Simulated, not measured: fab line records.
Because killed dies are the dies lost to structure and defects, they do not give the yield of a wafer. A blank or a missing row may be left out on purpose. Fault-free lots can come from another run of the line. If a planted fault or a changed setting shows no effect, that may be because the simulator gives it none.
Code-filled problem report in 8D (eight disciplines) form ; flow gf180mcu ; the parts of the form that need people (team, actions taken, sign-off) are left out

## 1. THE ISSUE
Mean V3_W_RS at GF_V3_RS_MEAS_24: 0.353 ohm/sq over 3 wafers in 2 lots; fault-free wafers: 0.322 ohm/sq, standard deviation 0.0043. Measured from the usual mean, that is +7.3 standard deviations.
The step: measures by four-point-probe.
First seen on wafer L884.5, day 28 17:20, on film metro-01. Wafers with a number at this step in the record: 36, from 12 lots. The rule behind "out" and "out of limits": a value lying over 4 standard deviations away from the usual mean. The rest of the wafers with a number are treated as sound.

## 2. WHAT IT IS, AND WHAT IT ISN'T
question;is;is not
which readings at this step;V3_W_RS;-
which lots;L884, L886;L865, L866, L867, L870, L871, L872, L876, L877, L880, L888
which wafers of those lots;L884.5, L886.3, L886.5;L884.4, L884.6, L886.6
read on which gauges;film metro-01, film metro-03;film metro-04
when;from day 28 17:20;"up to then (29 sound wafers); but 4 sound wafers of L886, L888 came after"

## 3. THE SUSPECTS, EACH WITH WHAT RULES IT OUT
Counting: a tool at a process step up to the reading stays a suspect if it ran every lot that is out. Sound lots after the first of them don't rule it out here, since some wafers of a struck lot are sound.
- the gauge at GF_V3_RS_MEAS_24 has been ruled out. Those wafers that are out were read across 2 gauges (film metro-01, film metro-03).
- cvd w-01 at GF_V3_CVD_23 (deposits W, target thk 350 nm, time 104.9 s): kept. It ran every lot that is out, first L884 (day 28 17:12); its last sound lot up to then is L876 (day 26 09:49).
- At GF_V3_CVD_23 on cvd w-01, chamber 1 took the sound wafers of the same lots and chamber 0 took the wafers that are out.
Left after counting: cvd w-01 at GF_V3_CVD_23.

## 4. THE CAUSE (what the simulator had put in)
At GF_V3_CVD_23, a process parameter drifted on cvd w-01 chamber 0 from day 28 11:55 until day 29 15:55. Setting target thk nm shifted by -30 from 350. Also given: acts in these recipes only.
The count eliminated every tool but this one.

## 5. THE CHAIN OF EFFECTS, in route order
Each row: a reading whose mean over the struck wafers that have a number lies more than 3 standard deviations from the usual. Only readings for which the record gives a usual standard deviation are gone through. hours: the time from each lot's start at the first step in this table that gives one to its start at this step, as a median over the lots. sigmas: the change in usual standard deviations.
hours;step;reading;usual;on struck wafers;change;sigmas
0;GF_V3_RS_MEAS_24;V3_W_RS;0.322 ohm/sq;0.353;+0.031;+7.3
0;GF_V3_THK_MEAS_25;V3_W_THK;360 nm;327;-33;-5.7
At these later measuring or inspecting steps, every struck wafer for which the step has a row has a number for every such reading, and none has moved that far: GF_M4_THK_MEAS_06, GF_M4_CD_MEAS_14.

## 6. WHAT WOULD HAVE CAUGHT IT SOONER
5 hours passed between the start of the fault at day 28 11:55 and the first reading out of limits at a measuring or inspecting step in this record, taken at day 28 17:20.
Of the tool readings at GF_V3_CVD_23 for which the record gives a usual standard deviation, none was out on any struck wafer, so an alarm limit of 4 standard deviations on them would not have fired.
Of the lots that are out (2), L886 began GF_V3_CVD_23 on cvd w-01 after day 28 17:20. Holding the tool at that time would have saved it.
